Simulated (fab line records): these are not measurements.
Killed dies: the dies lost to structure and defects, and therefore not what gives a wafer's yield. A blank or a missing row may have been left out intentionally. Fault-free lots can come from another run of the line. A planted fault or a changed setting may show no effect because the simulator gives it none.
Which tool was responsible? :: flow gf180mcu :: 12 lots with 36 wafers sampled at 4 steps, on a route of 602 steps

WHAT THE GAUGES SHOWED, per wafer
GF_V3_OVL_MEAS_15. Usual: V3_OVL typically reads -1 nm, with standard deviation 5.3.
lot: L534
measured: day 22 09:07
on: overlay-02
V3_OVL (nm): -2 7 7
flag: 

lot: L535
measured: day 22 17:52
on: overlay-02
V3_OVL (nm): 3 -2 -13
flag: 

lot: L536
measured: day 22 22:13
on: overlay-01
V3_OVL (nm): 3 5 3
flag: 

lot: L537
measured: day 23 10:10
on: overlay-01
V3_OVL (nm): 2 -1 1
flag: 

lot: L544
measured: day 25 20:09
on: overlay-01
V3_OVL (nm): -1 -5 -5
flag: 

lot: L546
measured: day 26 12:28
on: overlay-01
V3_OVL (nm): 5 8 -4
flag: 

lot: L550
measured: day 27 11:48
on: overlay-02
V3_OVL (nm): 6 9 0
flag: 

lot: L552
measured: day 28 05:22
on: overlay-01
V3_OVL (nm): -14 -3 -15
flag: 

lot: L553
measured: day 28 15:40
on: overlay-02
V3_OVL (nm): -6 1 -2
flag: 

lot: L555
measured: day 29 06:02
on: overlay-02
V3_OVL (nm): -6 -6 -4
flag: 

lot: L556
measured: day 29 13:42
on: overlay-02
V3_OVL (nm): -1 4 0
flag: 

lot: L557
measured: day 29 23:05
on: overlay-02
V3_OVL (nm): -1 1 -8
flag: 

GF_M4_RS_MEAS_05: a four-point-probe measurement. Usual: M4_ALCU_RS typically reads 0.0699 ohm/sq, with standard deviation 0.00083.
lot: L534
measured: day 22 10:46
on: filmMetro-03
M4_ALCU_RS (ohm/sq): 0.0715 0.0704 0.0715
flag: 

lot: L535
measured: day 22 19:32
on: filmMetro-02
M4_ALCU_RS (ohm/sq): 0.0700 0.0696 0.0694
flag: 

lot: L536
measured: day 22 23:51
on: filmMetro-03
M4_ALCU_RS (ohm/sq): 0.0702 0.0710 0.0695
flag: 

lot: L537
measured: day 23 11:48
on: filmMetro-04
M4_ALCU_RS (ohm/sq): 0.0685 0.0698 0.0704
flag: 

lot: L544
measured: day 25 21:46
on: filmMetro-04
M4_ALCU_RS (ohm/sq): 0.0677 0.0689 0.0680
flag: 

lot: L546
measured: day 26 14:05
on: filmMetro-02
M4_ALCU_RS (ohm/sq): 0.0700 0.0686 0.0695
flag: 

lot: L550
measured: day 27 13:27
on: filmMetro-03
M4_ALCU_RS (ohm/sq): 0.0685 0.0870 0.0687
flag: OFF

lot: L552
measured: day 28 07:02
on: filmMetro-02
M4_ALCU_RS (ohm/sq): 0.0686 0.0857 0.0880
flag: OFF

lot: L553
measured: day 28 17:19
on: filmMetro-03
M4_ALCU_RS (ohm/sq): 0.0706 0.0692 0.0855
flag: OFF

lot: L555
measured: day 29 07:51
on: filmMetro-04
M4_ALCU_RS (ohm/sq): 0.0688 0.0699 0.0704
flag: 

lot: L556
measured: day 29 15:21
on: filmMetro-03
M4_ALCU_RS (ohm/sq): 0.0716 0.0701 0.0705
flag: 

lot: L557
measured: day 30 00:50
on: filmMetro-03
M4_ALCU_RS (ohm/sq): 0.0696 0.0705 0.0695
flag: 

GF_M4_THK_MEAS_06: measures by xrf. Usual: M4_ALCU_THK typically reads 451 nm, with standard deviation 5.8.
lot: L534
measured: day 22 10:52
on: filmMetro-03
M4_ALCU_THK (nm): 442 449 443
flag: 

lot: L535
measured: day 22 19:38
on: filmMetro-02
M4_ALCU_THK (nm): 449 450 450
flag: 

lot: L536
measured: day 22 23:58
on: filmMetro-03
M4_ALCU_THK (nm): 449 445 454
flag: 

lot: L537
measured: day 23 11:55
on: filmMetro-04
M4_ALCU_THK (nm): 460 452 449
flag: 

lot: L544
measured: day 25 21:53
on: filmMetro-04
M4_ALCU_THK (nm): 468 460 464
flag: 

lot: L546
measured: day 26 14:12
on: filmMetro-02
M4_ALCU_THK (nm): 449 457 451
flag: 

lot: L550
measured: day 27 13:34
on: filmMetro-03
M4_ALCU_THK (nm): 460 363 460
flag: OFF

lot: L552
measured: day 28 07:08
on: filmMetro-02
M4_ALCU_THK (nm): 459 367 356
flag: OFF

lot: L553
measured: day 28 17:25
on: filmMetro-03
M4_ALCU_THK (nm): 447 456 368
flag: OFF

lot: L555
measured: day 29 07:57
on: filmMetro-04
M4_ALCU_THK (nm): 459 451 447
flag: 

lot: L556
measured: day 29 15:28
on: filmMetro-03
M4_ALCU_THK (nm): 440 449 447
flag: 

lot: L557
measured: day 30 00:56
on: filmMetro-03
M4_ALCU_THK (nm): 459 453 454
flag: 

EACH LOT AND THE TOOL THAT RAN IT (in order: tool; ch and the chambers of the sampled wafers; start)
lot: L534
GF_M4_SPUTTER_02: pvdSputter-03, day 22 10:38

lot: L535
GF_M4_SPUTTER_02: pvdSputter-01, day 22 19:25

lot: L536
GF_M4_SPUTTER_02: pvdSputter-01, day 22 23:44

lot: L537
GF_M4_SPUTTER_02: pvdSputter-02, day 23 11:41

lot: L544
GF_M4_SPUTTER_02: pvdSputter-02, day 25 21:41

lot: L546
GF_M4_SPUTTER_02: pvdSputter-02, day 26 13:59

lot: L550
GF_M4_SPUTTER_02: pvdSputter-02, day 27 13:22

lot: L552
GF_M4_SPUTTER_02: pvdSputter-02, day 28 06:55

lot: L553
GF_M4_SPUTTER_02: pvdSputter-02, day 28 17:11

lot: L555
GF_M4_SPUTTER_02: pvdSputter-03, day 29 07:43

lot: L556
GF_M4_SPUTTER_02: pvdSputter-03, day 29 15:16

lot: L557
GF_M4_SPUTTER_02: pvdSputter-01, day 30 00:43
- GF_M4_SPUTTER_02: material AlCu, target thk 450 nm, time 23.9 s.

AS READ BY THE TOOLS THEMSELVES (means over the sampled wafers that have a number; for cases with no such wafer, the mark the record gives instead)
GF_M4_SPUTTER_02. Usual: throttleValvePct at 30.4 %, with a standard deviation of 1.1.
lot: L534
tool: pvdSputter-03
throttleValvePct (%): 31.5
flag: 

lot: L535
tool: pvdSputter-01
throttleValvePct (%): 30.8
flag: 

lot: L536
tool: pvdSputter-01
throttleValvePct (%): 30.6
flag: 

lot: L537
tool: pvdSputter-02
throttleValvePct (%): 29.8
flag: 

lot: L544
tool: pvdSputter-02
throttleValvePct (%): 29.1
flag: 

lot: L546
tool: pvdSputter-02
throttleValvePct (%): 29.3
flag: 

lot: L550
tool: pvdSputter-02
throttleValvePct (%): 29.4
flag: 

lot: L552
tool: pvdSputter-02
throttleValvePct (%): 29.4
flag: 

lot: L553
tool: pvdSputter-02
throttleValvePct (%): 29.5
flag: 

lot: L555
tool: pvdSputter-03
throttleValvePct (%): 30.8
flag: 

lot: L556
tool: pvdSputter-03
throttleValvePct (%): 31.0
flag: 

lot: L557
tool: pvdSputter-01
throttleValvePct (%): 31.2
flag: 

THE ANSWER, worked out from the rows above alone
Rule: lot off if the mean of its wafers having a number is beyond 3 standard deviations from the usual mean. Also off: a lot with no number at a reading for which 4 or more lots have one. Any other lot the step has rows for is counted as sound. The gauges are gone through in route order, then the tools' own readings, and for those a lot's mean is taken as printed above. At the first step where some lot is off, the reading lying furthest off is the one used; lots without a number count as furthest.
Off: L550, L552, L553, seen at GF_M4_RS_MEAS_05 (M4_ALCU_RS).
A tool fits if, at a process step before that reading, it ran every lot that is off, and no sound lot after the first of them. Those tools and the gauges at GF_M4_RS_MEAS_05 are tried in the same way. One fits: GF_M4_SPUTTER_02 on pvdSputter-02. Its last sound lot is L546 (day 26 13:59), its first lot that is off L550 (day 27 13:22): a fault that began between those two fits.

WHAT WAS PUT IN BY THE SIMULATOR
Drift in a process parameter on pvdSputter-02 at GF_M4_SPUTTER_02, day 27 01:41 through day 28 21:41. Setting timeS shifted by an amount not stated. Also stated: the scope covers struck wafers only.
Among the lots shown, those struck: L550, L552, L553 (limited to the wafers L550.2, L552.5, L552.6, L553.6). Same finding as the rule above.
